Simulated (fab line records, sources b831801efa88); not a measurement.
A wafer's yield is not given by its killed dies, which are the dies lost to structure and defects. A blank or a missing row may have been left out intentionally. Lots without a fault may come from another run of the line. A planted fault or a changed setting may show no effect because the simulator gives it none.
fab line records | flow sky130
record lots=7 | wafers=19 | last_day=50
route steps=708 shown METAL5@669 PASSIVATION@681 PAD_OPEN@694
lots untouched by any fault: they come from a run of this same line in which no faults occurred
start_h: hours from the record's opening day to when the first of the lot's shown wafers began | wait_h: how many hours have passed since the lot's step before this one | " unchanged from the row above | L1.1+2: several wafers, shown together as one row | - value missing, or start not given | * or withheld: withheld | < > ~ a bound
route shown NAME@n: a module of which the file shows steps, and the number in the route of the first | usual: the fault-free wafers' mean and standard deviation | same: alike in all rows | chamber/n: place in a boat | sites: the reading at each site | _std_site: how widely they spread, as a standard deviation | _edge_site: mean of outer sites minus mean of inner sites | radius_mm: for every site, how far away it sits from the centre of the wafer | mask NAME#n: copy n | behind: the most recent tool/chamber to have shaped the wafer | hold: why the lot was held/for how many hours/how that ended | device: whichever transistor did not switch (one of n, p or np) | end of line: the same wafers' tests at the end of the route | step lacking rows: just its recipe | killed: dies lost to structure and defects at the first sort, not the wafer's yield | map: shows each die of a wafer: x if killed, . if not, _ if none is there
set.NAME: the setting as run; set.NAME@STEP: as run at that earlier step | model.NAME: the simulator's own value behind a step, which no gauge read
a table for each step, a row for each wafer; lots at some steps of the route
services: from which hour (start_h, from the record's first day; less than 0 if before it) a tool's chamber was out of use, for how many hours, and why
## steps
# step SKY_METAL5_HMDS_08
# recipe prime_time_s=60 | prime_temp_c=120
# step SKY_METAL5_COAT_09
# recipe resist=NOVOLAK | spin_rpm=3000 | resist_thk_nm=1800
# step SKY_METAL5_SOFTBAKE_10
# recipe temp_c=90 | time_s=60 | resist=NOVOLAK
# step SKY_METAL5_EXPOSE_11
# recipe mask_id=MM5 | na=0.6 | source_shape=conventional | sigma_outer=0.6 | polarization=unpolarized | target_cd_nm=1600 | dose_mj=190
# step SKY_METAL5_PEB_12
# recipe temp_c=withheld | time_s=* | resist=NOVOLAK
# step SKY_METAL5_DEVELOP_13
# recipe resist=NOVOLAK | developer=TMAH | develop_time_s=60 | dev_temp_c=23
# step SKY_METAL5_DESCUM_14
# recipe chemistry=O2 | source_power_w=150 | bias_power_w=0 | pressure_mtorr=10 | temp_c=40 | time_s=11
# step SKY_METAL5_METAL_ETCH_15
# recipe target_depth_a=12600 | stop_on=SiO2 | over_etch_frac=0.2 | time_s=252 | chemistry=Cl2/BCl3 | resist_sidewall_deg=86 | pressure_mtorr=10 | icp_w=900 | bias_w=48.5 | Cl2_flow_sccm=60 | bcl3_flow_sccm=30
# usual drypump_motor_current_A=5.7/0.34 | mfc_cl2_sccm=59.98/0.19 | oes_product_au=0.894/0.005 | throttle_valve_pct=22.265/0.0091
# same over_etch_frac=0.2
lot.wafer | tool         | chamber | start_h | wait_h | drypump_motor_current_A | mfc_cl2_sccm | oes_product_au | rf_hours_counter_h | throttle_valve_pct
L869.1    | rie_metal-02 | 0       | 1042.26 | 0.0    | 5.5                     | 60.16        | 0.891          | 9                  | 22.267
L869.2    | "            | 1       | "       | "      | 5.8                     | 60.16        | 0.897          | 12                 | 22.264
L869.3    | "            | 1       | "       | "      | 5.8                     | 60.22        | 0.891          | -                  | 22.256
L875.1    | rie_metal-04 | 0       | 1071.73 | 0.0    | 5.7                     | 60.44        | 0.889          | 11                 | 22.272
L875.3    | "            | 0       | "       | "      | 5.7                     | 60.03        | 0.894          | -                  | 22.279
L876.1    | rie_metal-02 | 1       | 1074.72 | 0.0    | 5.8                     | 60.15        | 0.891          | 14                 | 22.278
L876.3    | "            | 1       | "       | "      | 5.8                     | 60.10        | 0.892          | -                  | 22.266
L879.1    | rie_metal-03 | 0       | 1096.36 | 0.0    | 5.0                     | 60.03        | 0.893          | 16                 | 22.288
L879.2    | "            | 1       | "       | "      | 6.2                     | 60.25        | 0.885          | 1                  | 22.255
L879.6    | "            | 1       | "       | "      | 6.2                     | 60.01        | 0.902          | -                  | 22.272
L881.1    | rie_metal-02 | 0       | 1110.62 | 0.0    | 5.4                     | 60.50        | 0.896          | 14                 | 22.281
L881.5    | "            | 0       | "       | "      | 5.5                     | 60.11        | 0.890          | -                  | 22.276
L881.6    | "            | 1       | "       | "      | 5.8                     | 60.20        | 0.896          | -                  | 22.265
L884.1    | rie_metal-03 | 0       | 1130.23 | 0.0    | 5.0                     | 59.61        | 0.896          | 19                 | 22.267
L884.2    | "            | 1       | "       | "      | 6.2                     | 59.85        | 0.890          | 5                  | 22.264
L884.6    | "            | 0       | "       | "      | 5.0                     | 59.79        | 0.899          | -                  | 22.268
L890.3    | rie_metal-04 | 0       | 1156.01 | 0.1    | 5.8                     | 59.78        | 0.893          | -                  | 22.271
L890.5    | "            | 0       | "       | "      | 5.8                     | 59.60        | 0.897          | -                  | 22.249
L890.6    | "            | 1       | "       | "      | 5.8                     | 59.99        | 0.900          | -                  | 22.272
# step SKY_METAL5_STRIP_16
# recipe chemistry=O2/N2 | power_w=1400 | pressure_mtorr=1500 | platen_temp_c=withheld | o2_flow_sccm=3000 | n2_flow_sccm=300 | overash_fraction=0.5
# usual drypump_motor_current_A=5.62/0.17 | n2_flow_sccm=300.0/0.86 | oes_product_au=0.710/0.0046 | strip_time_to_endpoint_s=13.00/0.18
lot.wafer | tool            | chamber | start_h | wait_h | drypump_motor_current_A | n2_flow_sccm | oes_product_au | rf_hours_counter_h | strip_time_to_endpoint_s
L869.1    | plasma_asher-03 | 1       | 1042.50 | 0.2    | 5.64                    | 298.4        | 0.708          | 60                 | 13.05
L869.2    | "               | 0       | "       | "      | 5.67                    | 300.8        | 0.714          | 60                 | 12.87
L869.3    | "               | 0       | "       | "      | 5.65                    | 300.3        | 0.709          | -                  | 12.84
L875.1    | plasma_asher-02 | 0       | 1071.96 | 0.2    | 5.35                    | 298.3        | 0.712          | 1                  | 12.78
L875.3    | "               | 0       | "       | "      | 5.34                    | 300.4        | 0.705          | -                  | 12.81
L876.1    | plasma_asher-01 | 0       | 1075.04 | 0.2    | 5.45                    | 299.4        | 0.709          | 33                 | 12.82
L876.3    | "               | 0       | "       | "      | 5.44                    | 300.5        | 0.708          | -                  | 12.82
L879.1    | plasma_asher-01 | 1       | 1096.60 | 0.2    | 5.93                    | 300.2        | 0.710          | 36                 | 13.25
L879.2    | "               | 0       | "       | "      | 5.46                    | 298.6        | 0.714          | 36                 | 12.83
L879.6    | "               | 0       | "       | "      | 5.45                    | 299.0        | 0.712          | -                  | 12.76
L881.1    | plasma_asher-03 | 1       | 1110.86 | 0.2    | 5.66                    | 300.9        | 0.710          | 67                 | 12.89
L881.5    | "               | 1       | "       | "      | 5.69                    | 301.8        | 0.714          | -                  | 12.84
L881.6    | "               | 0       | "       | "      | 5.64                    | 299.4        | 0.704          | -                  | 12.81
L884.1    | plasma_asher-01 | 0       | 1130.46 | 0.2    | 5.44                    | 301.3        | 0.709          | 39                 | 13.22
L884.2    | "               | 1       | "       | "      | 6.00                    | 301.0        | 0.709          | 39                 | 12.83
L884.6    | "               | 0       | "       | "      | 5.46                    | 300.3        | 0.706          | -                  | 13.23
L890.3    | plasma_asher-01 | 0       | 1156.20 | 0.1    | 5.46                    | 298.9        | 0.707          | -                  | 13.06
L890.5    | "               | 1       | "       | "      | 5.98                    | 300.3        | 0.703          | -                  | 13.03
L890.6    | "               | 0       | "       | "      | 5.47                    | 300.7        | 0.708          | -                  | 13.23
# step SKY_METAL5_STRIP_17
# recipe chemistry=post_etch_residue_remover | time_s=1200 | temp_c=72.5
# step SKY_METAL5_CLEAN_18
# recipe chemistry=IPA | time_s=180 | temp_c=25
# step SKY_METAL5_CLEAN_19
# recipe chemistry=O3/DIW | dry=n2_spin
# step SKY_PASSIVATION_CVD_00
# recipe material=SiO2 | target_thk_nm=90 | temp_c=400 | time_s=withheld | rf_w=600
# usual heater_power_w=683/100
lot.wafer | tool     | chamber | start_h | wait_h | heater_power_w | model.SiO2_of_PASSIVATION_CVD_00.thk_nm
L869.1    | pecvd-03 | 1       | 1043.10 | 0.0    | 826            | 89.54
L869.2    | "        | 2       | "       | "      | 654            | 88.94
L869.3    | "        | 0       | "       | "      | 599            | 89.18
L875.1    | pecvd-02 | 2       | 1072.55 | 0.0    | 659            | 37.75
L875.3    | "        | 1       | "       | "      | 515            | 88.74
L876.1    | pecvd-02 | 2       | 1075.63 | 0.0    | 640            | 38.07
L876.3    | "        | 0       | "       | "      | 779            | 89.85
L879.1    | pecvd-02 | 0       | 1097.30 | 0.0    | 788            | 38.09
L879.2    | "        | 2       | "       | "      | 565            | 89.36
L879.6    | "        | 1       | "       | "      | 568            | 91.35
L881.1    | pecvd-03 | 0       | 1111.46 | 0.0    | 489            | 92.04
L881.5    | "        | 1       | "       | "      | 845            | 93.45
L881.6    | "        | 2       | "       | "      | 664            | 91.94
L884.1    | pecvd-01 | 1       | 1131.06 | 0.0    | 737            | 90.02
L884.2    | "        | 2       | "       | "      | 829            | 89.29
L884.6    | "        | 1       | "       | "      | 744            | 90.74
L890.3    | pecvd-01 | 1       | 1156.80 | 0.0    | 700            | 90.29
L890.5    | "        | 2       | "       | "      | 748            | 91.22
L890.6    | "        | 0       | "       | "      | 595            | 90.56
# step SKY_PASSIVATION_THK_MEAS_01
# recipe reads=SiO2_of_PASSIVATION_CVD_00
# usual PASSIVATION_CVD_00_THK=90.6/1.1
lot.wafer | tool          | chamber | start_h | wait_h | hold                     | PASSIVATION_CVD_00_THK[nm]
L869.1    | film_metro-04 | -       | 1043.12 | -      | -                        | 89.5
L869.2    | "             | -       | "       | "      | -                        | 88.9
L869.3    | "             | -       | "       | "      | -                        | 89.2
L875.1    | film_metro-04 | -       | 1072.58 | -      | await_dispo/0.2h/release | 37.8
L875.3    | "             | -       | "       | "      | await_dispo/0.2h/release | 88.7
L875.1    | film_metro-04 | -       | 1072.91 | 0.3    | -                        | 37.7
L875.3    | "             | -       | "       | "      | -                        | 88.8
L876.1    | film_metro-03 | -       | 1075.65 | -      | await_dispo/0.2h/release | 38.0
L876.3    | "             | -       | "       | "      | await_dispo/0.2h/release | 89.8
L876.1    | film_metro-03 | -       | 1075.92 | 0.3    | -                        | 38.1
L876.3    | "             | -       | "       | "      | -                        | 89.8
L879.1    | film_metro-02 | -       | 1097.32 | -      | await_dispo/0.2h/release | 38.1
L879.2    | "             | -       | "       | "      | await_dispo/0.2h/release | 89.4
L879.6    | "             | -       | "       | "      | await_dispo/0.2h/release | 91.4
L879.1    | film_metro-02 | -       | 1097.55 | 0.2    | -                        | 38.1
L879.2    | "             | -       | "       | "      | -                        | 89.4
L879.6    | "             | -       | "       | "      | -                        | 91.2
L881.1    | film_metro-02 | -       | 1111.48 | -      | -                        | 92.0
L881.5    | "             | -       | "       | "      | -                        | 93.4
L881.6    | "             | -       | "       | "      | -                        | 92.0
L884.1    | film_metro-04 | -       | 1131.08 | -      | -                        | 90.0
L884.2    | "             | -       | "       | "      | -                        | 89.3
L884.6    | "             | -       | "       | "      | -                        | 90.7
L890.3    | film_metro-03 | -       | 1156.84 | -      | -                        | 90.3
L890.5    | "             | -       | "       | "      | -                        | 91.2
L890.6    | "             | -       | "       | "      | -                        | 90.6
# step SKY_PASSIVATION_CVD_02
# recipe material=Si3N4 | target_thk_nm=540 | temp_c=400 | time_s=withheld | rf_w=450
# usual heater_power_w=729/100
lot.wafer | tool     | chamber | start_h | wait_h | hold                     | heater_power_w
L869.1    | pecvd-02 | 2       | 1043.18 | 0.1    | -                        | 670
L869.2    | "        | 0       | "       | "      | -                        | 815
L869.3    | "        | 1       | "       | "      | -                        | 659
L875.1    | pecvd-01 | 2       | 1075.50 | 2.6    | await_dispo/2.5h/release | 896
L875.3    | "        | 1       | "       | "      | await_dispo/2.5h/release | 775
L876.1    | pecvd-03 | 1       | 1078.62 | 2.7    | await_dispo/2.6h/release | 871
L876.3    | "        | 1       | "       | "      | await_dispo/2.6h/release | 894
L879.1    | pecvd-01 | 2       | 1104.29 | 6.7    | await_dispo/6.7h/release | 836
L879.2    | "        | 0       | "       | "      | await_dispo/6.7h/release | 680
L879.6    | "        | 0       | "       | "      | await_dispo/6.7h/release | 546
L881.1    | pecvd-02 | 2       | 1111.54 | 0.1    | -                        | 696
L881.5    | "        | 1       | "       | "      | -                        | 709
L881.6    | "        | 2       | "       | "      | -                        | 581
L884.1    | pecvd-03 | 2       | 1131.14 | 0.1    | -                        | 676
L884.2    | "        | 1       | "       | "      | -                        | 857
L884.6    | "        | 1       | "       | "      | -                        | 857
L890.3    | pecvd-03 | 2       | 1156.88 | 0.0    | -                        | 706
L890.5    | "        | 1       | "       | "      | -                        | 851
L890.6    | "        | 2       | "       | "      | -                        | 704
# step SKY_PASSIVATION_THK_MEAS_03
# recipe reads=Si3N4_of_PASSIVATION_CVD_02
# usual PASSIVATION_CVD_02_THK=540/7.5
lot.wafer | tool          | chamber | start_h | wait_h | PASSIVATION_CVD_02_THK[nm]
L869.1    | film_metro-04 | -       | 1043.40 | -      | 538
L869.2    | "             | -       | "       | "      | 540
L869.3    | "             | -       | "       | "      | 536
L875.1    | film_metro-03 | -       | 1075.73 | -      | 532
L875.3    | "             | -       | "       | "      | 540
L876.1    | film_metro-04 | -       | 1078.96 | -      | 534
L876.3    | "             | -       | "       | "      | 534
L879.1    | film_metro-04 | -       | 1104.52 | -      | 533
L879.2    | "             | -       | "       | "      | 538
L879.6    | "             | -       | "       | "      | 547
L881.1    | film_metro-03 | -       | 1111.76 | -      | 536
L881.5    | "             | -       | "       | "      | 532
L881.6    | "             | -       | "       | "      | 544
L884.1    | film_metro-04 | -       | 1131.37 | -      | 544
L884.2    | "             | -       | "       | "      | 546
L884.6    | "             | -       | "       | "      | 553
L890.3    | film_metro-03 | -       | 1157.14 | -      | 524
L890.5    | "             | -       | "       | "      | 533
L890.6    | "             | -       | "       | "      | 539
# step SKY_PASSIVATION_DEHYDRATE_04
# recipe temp_c=200 | time_s=60
# step SKY_PASSIVATION_HMDS_05
# recipe prime_time_s=60 | prime_temp_c=120
# step SKY_PASSIVATION_COAT_06
# recipe spin_rpm=2000 | resist_thk_nm=3000
# step SKY_PASSIVATION_SOFTBAKE_07
# recipe temp_c=110 | time_s=withheld
# step SKY_PASSIVATION_EXPOSE_08
# recipe mask_id=NSM | target_cd_nm=3000 | na=0.57 | dose_mj=260
# step SKY_PASSIVATION_PEB_09
# recipe temp_c=115 | time_s=withheld
# step SKY_PASSIVATION_DEVELOP_10
# recipe develop_time_s=60 | dev_temp_c=23
# step SKY_PASSIVATION_ETCH_11
# recipe chemistry=CF4/O2 | target_depth_nm=725 | stop_on=AlCu | source_w=800 | bias_w=150 | pressure_mtorr=150 | cf4_flow_sccm=80 | O2_flow_sccm=10 | time_s=161.1
# usual O2_flow_sccm=10.00/0.032 | drypump_motor_current_A=5.7/0.48 | oes_product_au=0.976/0.0069 | throttle_valve_pct=5.964/0.0088
lot.wafer | tool        | chamber | start_h | wait_h | O2_flow_sccm | drypump_motor_current_A | oes_product_au | rf_hours_counter_h | throttle_valve_pct | model.etch.depth_nm | model.PASSIVATION.feature_depth_nm
L869.1    | rie_diel-02 | 2       | 1065.72 | -      | 10.02        | 6.2                     | 0.976          | 21                 | 5.961              | 702.5               | 702.5
L869.2    | "           | 1       | "       | "      | 9.97         | 4.7                     | 0.978          | 20                 | 5.947              | 704.2               | 704.2
L869.3    | "           | 0       | "       | "      | 10.03        | 5.8                     | 0.968          | 12                 | 5.962              | 693.2               | 693.2
L875.1    | rie_diel-02 | 2       | 1093.92 | -      | 9.97         | 6.2                     | 0.929          | 23                 | 5.944              | 643.5               | 643.5
L875.3    | "           | 1       | "       | "      | 10.02        | 4.8                     | 0.978          | 22                 | 5.958              | 702.7               | 702.7
L876.1    | rie_diel-02 | 1       | 1097.22 | -      | 9.99         | 4.7                     | 0.936          | 22                 | 5.938              | 647.4               | 647.4
L876.3    | "           | 3       | "       | "      | 9.99         | 5.9                     | 0.968          | 25                 | 5.966              | 699.6               | 699.6
L879.1    | rie_diel-01 | 0       | 1117.27 | -      | 10.03        | 6.3                     | 0.923          | 23                 | 5.958              | 644.8               | 644.8
L879.2    | "           | 3       | "       | "      | 9.97         | 5.4                     | 0.966          | 19                 | 5.962              | 702.2               | 702.2
L879.6    | "           | 3       | "       | "      | 9.96         | 5.4                     | 0.975          | -                  | 5.960              | 712.7               | 712.7
L881.1    | rie_diel-02 | 0       | 1130.89 | -      | 10.07        | 5.8                     | 0.970          | 14                 | 5.962              | 702.2               | 702.2
L881.5    | "           | 3       | "       | "      | 9.99         | 5.9                     | 0.974          | -                  | 5.967              | 700                 | 700
L881.6    | "           | 0       | "       | "      | 9.96         | 5.8                     | 0.974          | -                  | 5.968              | 693.9               | 693.9
L884.1    | rie_diel-01 | 0       | 1150.34 | -      | 9.99         | 6.4                     | 0.978          | 24                 | 5.964              | 708.1               | 708.1
L884.2    | "           | 3       | "       | "      | 9.98         | 5.4                     | 0.970          | 20                 | 5.987              | 709.1               | 709.1
L884.6    | "           | 0       | "       | "      | 9.97         | 6.4                     | 0.977          | -                  | 5.970              | 717.7               | 717.7
L890.3    | rie_diel-02 | 1       | 1173.78 | -      | 10.01        | 4.7                     | 0.963          | 25                 | 5.984              | 687.6               | 687.6
L890.5    | "           | 3       | "       | "      | 10.08        | 5.8                     | 0.976          | -                  | 5.965              | 699.2               | 699.2
L890.6    | "           | 0       | "       | "      | 9.98         | 5.8                     | 0.968          | -                  | 5.959              | 703.5               | 703.5
# step SKY_PASSIVATION_STRIP_12
# recipe chemistry=O2/N2 | power_w=1400 | pressure_mtorr=1500 | platen_temp_c=withheld | overash_fraction=0.7 | o2_flow_sccm=3000 | n2_flow_sccm=300
# usual drypump_motor_current_A=5.55/0.13 | n2_flow_sccm=300.1/0.78 | oes_product_au=0.660/0.0042 | strip_time_to_endpoint_s=31.50/0.12
lot.wafer | tool            | chamber | start_h | wait_h | drypump_motor_current_A | n2_flow_sccm | oes_product_au | rf_hours_counter_h | strip_time_to_endpoint_s
L869.1    | plasma_asher-02 | 0       | 1065.83 | 0.1    | 5.37                    | 300.8        | 0.653          | 0                  | 31.58
L869.2    | "               | 1       | "       | "      | 5.61                    | 298.4        | 0.663          | 0                  | 31.54
L869.3    | "               | 0       | "       | "      | 5.36                    | 299.8        | 0.658          | -                  | 31.70
L875.1    | plasma_asher-04 | 1       | 1094.03 | 0.1    | 5.42                    | 300.6        | 0.653          | 96                 | 31.48
L875.3    | "               | 1       | "       | "      | 5.41                    | 298.2        | 0.657          | -                  | 31.48
L876.1    | plasma_asher-02 | 1       | 1097.33 | 0.1    | 5.58                    | 300.6        | 0.657          | 3                  | 31.43
L876.3    | "               | 1       | "       | "      | 5.59                    | 300.6        | 0.660          | -                  | 31.47
L879.1    | plasma_asher-03 | 0       | 1117.38 | 0.1    | 5.65                    | 299.7        | 0.653          | 67                 | 31.38
L879.2    | "               | 1       | "       | "      | 5.70                    | 299.9        | 0.659          | 67                 | 31.55
L879.6    | "               | 0       | "       | "      | 5.63                    | 300.7        | 0.655          | -                  | 31.47
L881.1    | plasma_asher-04 | 1       | 1131.00 | 0.1    | 5.42                    | 299.4        | 0.661          | 99                 | 31.52
L881.5    | "               | 1       | "       | "      | 5.43                    | 300.1        | 0.662          | -                  | 31.40
L881.6    | "               | 0       | "       | "      | 5.67                    | 300.8        | 0.659          | -                  | 31.56
L884.1    | plasma_asher-03 | 0       | 1150.45 | 0.1    | 5.64                    | 301.0        | 0.664          | 71                 | 31.23
L884.2    | "               | 1       | "       | "      | 5.67                    | 300.4        | 0.660          | 71                 | 31.45
L884.6    | "               | 0       | "       | "      | 5.60                    | 300.4        | 0.667          | -                  | 31.40
L890.3    | plasma_asher-02 | 0       | 1173.92 | 0.1    | 5.34                    | 300.7        | 0.651          | -                  | 31.55
L890.5    | "               | 0       | "       | "      | 5.36                    | 299.8        | 0.661          | -                  | 31.60
L890.6    | "               | 1       | "       | "      | 5.62                    | 301.1        | 0.653          | -                  | 31.63
# step SKY_PAD_OPEN_DEHYDRATE_00
# recipe temp_c=200 | time_s=60
# step SKY_PAD_OPEN_HMDS_01
# recipe prime_time_s=60 | prime_temp_c=120
# step SKY_PAD_OPEN_COAT_02
# recipe spin_rpm=2000 | resist_thk_nm=3000
# step SKY_PAD_OPEN_SOFTBAKE_03
# recipe temp_c=110 | time_s=withheld
# step SKY_PAD_OPEN_EXPOSE_04
# recipe mask_id=PDM | target_cd_nm=60000 | na=0.57 | dose_mj=260
# step SKY_PAD_OPEN_PEB_05
# recipe temp_c=115 | time_s=withheld
# step SKY_PAD_OPEN_DEVELOP_06
# recipe develop_time_s=60 | dev_temp_c=23
# step SKY_PAD_OPEN_ETCH_07
# recipe chemistry=CF4/O2 | target_depth_nm=725 | stop_on=AlCu | source_w=800 | bias_w=150 | pressure_mtorr=150 | cf4_flow_sccm=80 | O2_flow_sccm=10 | time_s=161.1
# usual O2_flow_sccm=10.00/0.032 | drypump_motor_current_A=5.8/0.5 | oes_product_au=0.977/0.0073 | throttle_valve_pct=5.964/0.0096
lot.wafer | tool        | chamber | start_h | wait_h | O2_flow_sccm | drypump_motor_current_A | oes_product_au | rf_hours_counter_h | throttle_valve_pct | model.etch.depth_nm | model.PAD_OPEN.feature_depth_nm
L869.1    | rie_diel-04 | 2       | 1086.89 | -      | 10.01        | 5.6                     | 0.978          | 29                 | 5.952              | 702.5               | 702.5
L869.2    | "           | 1       | "       | "      | 10.03        | 5.2                     | 0.973          | 17                 | 5.975              | 704.2               | 704.2
L869.3    | "           | 0       | "       | "      | 10.00        | 6.8                     | 0.974          | 15                 | 5.946              | 700.1               | 700.1
L875.1    | rie_diel-04 | 2       | 1114.89 | -      | 9.95         | 5.6                     | 0.922          | 30                 | 5.961              | 643.5               | 643.5
L875.3    | "           | 3       | "       | "      | 10.02        | 5.0                     | 0.982          | 13                 | 5.945              | 702.7               | 702.7
L876.1    | rie_diel-02 | 3       | 1116.92 | -      | 10.00        | 5.9                     | 0.924          | 25                 | 5.947              | 647.4               | 647.4
L876.3    | "           | 0       | "       | "      | 10.04        | 5.8                     | 0.981          | 14                 | 5.966              | 699.6               | 699.6
L879.1    | rie_diel-03 | 1       | 1136.58 | -      | 10.01        | 5.9                     | 0.923          | 14                 | 5.934              | 644.8               | 644.8
L879.2    | "           | 0       | "       | "      | 10.00        | 6.5                     | 0.973          | 20                 | 5.970              | 702.2               | 702.2
L879.6    | "           | 3       | "       | "      | 10.00        | 5.6                     | 0.978          | -                  | 5.935              | 713                 | 713
L881.1    | rie_diel-03 | 0       | 1149.42 | -      | 10.03        | 6.4                     | 0.973          | 21                 | 5.983              | 702.3               | 702.3
L881.5    | "           | 3       | "       | "      | 9.99         | 5.6                     | 0.963          | -                  | 5.950              | 700                 | 700
L881.6    | "           | 0       | "       | "      | 10.03        | 6.4                     | 0.981          | -                  | 5.957              | 710.9               | 710.9
L884.1    | rie_diel-02 | 0       | 1167.59 | -      | 10.04        | 5.8                     | 0.977          | 16                 | 5.962              | 708.1               | 708.1
L884.2    | "           | 3       | "       | "      | 9.97         | 5.8                     | 0.989          | 27                 | 5.961              | 709.1               | 709.1
L884.6    | "           | 1       | "       | "      | 10.02        | 4.8                     | 0.991          | -                  | 5.958              | 717.7               | 717.7
L890.3    | rie_diel-03 | 0       | 1189.77 | -      | 9.97         | 6.4                     | 0.969          | 22                 | 5.970              | 687.6               | 687.6
L890.5    | "           | 3       | "       | "      | 9.96         | 5.6                     | 0.971          | -                  | 5.970              | 699.2               | 699.2
L890.6    | "           | 0       | "       | "      | 10.01        | 6.4                     | 0.982          | -                  | 5.972              | 703.5               | 703.5
# step SKY_PAD_OPEN_STRIP_08
# recipe chemistry=O2/N2 | power_w=1400 | pressure_mtorr=1500 | platen_temp_c=withheld | overash_fraction=0.7 | o2_flow_sccm=3000 | n2_flow_sccm=300
# usual drypump_motor_current_A=5.59/0.22 | n2_flow_sccm=300.1/0.85 | oes_product_au=0.663/0.0048
lot.wafer | tool            | chamber | start_h | wait_h | drypump_motor_current_A | n2_flow_sccm | oes_product_au | rf_hours_counter_h
L869.1    | plasma_asher-01 | 1       | 1087.00 | 0.1    | 5.97                    | 300.4        | 0.670          | 35
L869.2    | "               | 0       | "       | "      | 5.47                    | 301.3        | 0.659          | 35
L869.3    | "               | 0       | "       | "      | 5.48                    | 300.0        | 0.657          | -
L875.1    | plasma_asher-02 | 1       | 1115.00 | 0.1    | 5.59                    | 301.4        | 0.658          | 5
L875.3    | "               | 1       | "       | "      | 5.58                    | 300.8        | 0.667          | -
L876.1    | plasma_asher-02 | 0       | 1117.03 | 0.1    | 5.37                    | 300.0        | 0.664          | 5
L876.3    | "               | 1       | "       | "      | 5.59                    | 300.0        | 0.663          | -
L879.1    | plasma_asher-01 | 1       | 1136.68 | 0.1    | 5.99                    | 299.5        | 0.671          | 39
L879.2    | "               | 0       | "       | "      | 5.46                    | 301.3        | 0.661          | 39
L879.6    | "               | 0       | "       | "      | 5.47                    | 298.9        | 0.665          | -
L881.1    | plasma_asher-01 | 1       | 1149.53 | 0.1    | 5.96                    | 298.8        | 0.660          | 41
L881.5    | "               | 1       | "       | "      | 5.97                    | 300.1        | 0.665          | -
L881.6    | "               | 0       | "       | "      | 5.47                    | 300.4        | 0.660          | -
L884.1    | plasma_asher-02 | 1       | 1167.70 | 0.1    | 5.59                    | 299.4        | 0.671          | 9
L884.2    | "               | 0       | "       | "      | 5.36                    | 301.3        | 0.658          | 9
L884.6    | "               | 0       | "       | "      | 5.33                    | 300.3        | 0.668          | -
L890.3    | plasma_asher-02 | 1       | 1189.91 | 0.1    | 5.60                    | 299.0        | 0.662          | -
L890.5    | "               | 0       | "       | "      | 5.36                    | 299.7        | 0.659          | -
L890.6    | "               | 1       | "       | "      | 5.60                    | 300.0        | 0.651          | -
## services
tool            | chamber | start_h | hours | kind
rie_diel-03     | 2       | 1026.15 | 22.1  | repair
plasma_asher-03 | -       | 1037.55 | 0.6   | repair
pecvd-02        | 2       | 1045.75 | 21.4  | repair
plasma_asher-04 | -       | 1051.77 | 4.3   | repair
rie_metal-04    | -       | 1053.88 | 0.9   | repair
plasma_asher-02 | -       | 1055.25 | 9.0   | pm
rie_diel-02     | 3       | 1063.06 | 1.8   | repair
rie_metal-02    | -       | 1077.62 | 2.0   | repair
plasma_asher-02 | -       | 1078.11 | 4.3   | pm
rie_diel-03     | 1       | 1081.67 | 7.4   | repair
rie_diel-02     | 0       | 1091.65 | 11.8  | repair
rie_diel-01     | -       | 1095.53 | 0.4   | repair
rie_metal-04    | 0       | 1096.18 | 17.8  | repair
pecvd-01        | 0       | 1107.32 | 13.4  | repair
rie_diel-01     | 1       | 1110.20 | 18.9  | repair
rie_metal-02    | -       | 1114.00 | 2.8   | pm
pecvd-02        | 2       | 1122.22 | 25.4  | repair
pecvd-03        | 1       | 1132.08 | 7.2   | repair
rie_diel-01     | -       | 1134.88 | 4.4   | repair
plasma_asher-02 | -       | 1139.49 | 1.5   | repair
pecvd-02        | -       | 1148.61 | 6.0   | pm
rie_diel-01     | 2       | 1169.44 | 1.6   | repair
rie_diel-03     | -       | 1178.21 | 0.3   | repair
pecvd-01        | -       | 1178.28 | 5.5   | repair
## key
first_sign step=SKY_PASSIVATION_THK_MEAS_01 | reading=visit | direction=added
effect step=SKY_PASSIVATION_THK_MEAS_01 | reading=PASSIVATION_CVD_00_THK | direction=down | sigmas=47 | usual=90.6 | struck=38.0
effect step=SKY_PASSIVATION_CVD_02 | reading=hold | direction=added
effect step=SKY_PASSIVATION_ETCH_11 | reading=oes_product_au | direction=down | sigmas=6.7 | usual=0.976 | struck=0.930
effect step=SKY_PAD_OPEN_ETCH_07 | reading=oes_product_au | direction=down | sigmas=7.4 | usual=0.977 | struck=0.923
model_effect step=SKY_PASSIVATION_CVD_00 | value=SiO2_of_PASSIVATION_CVD_00.thk_nm | without=90.16 | struck=37.97
model_effect step=SKY_PASSIVATION_ETCH_11 | value=etch.depth_nm | without=697.4 | struck=645.2
model_effect step=SKY_PAD_OPEN_ETCH_07 | value=etch.depth_nm | without=697.4 | struck=645.2
met_at SKY_PASSIVATION_CVD_00
struck_wafers L875.1,L876.1,L879.1
sort_left_out L875.1,L876.1
fault kind=process_parameter_drift | tool=pecvd-02 | chamber=- | onset_h=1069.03 | steps=SKY_PASSIVATION_CVD_00 | channel=target_thk_nm | offset=-52.579 | shape=step | end_h=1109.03 | scope=struck_wafers_only | acts_in=these_recipes_only | stated=90
# sort_left_out: the simulated sort isn't trusted on such a fault, so these wafers' sort isn't shown, and their yield isn't known
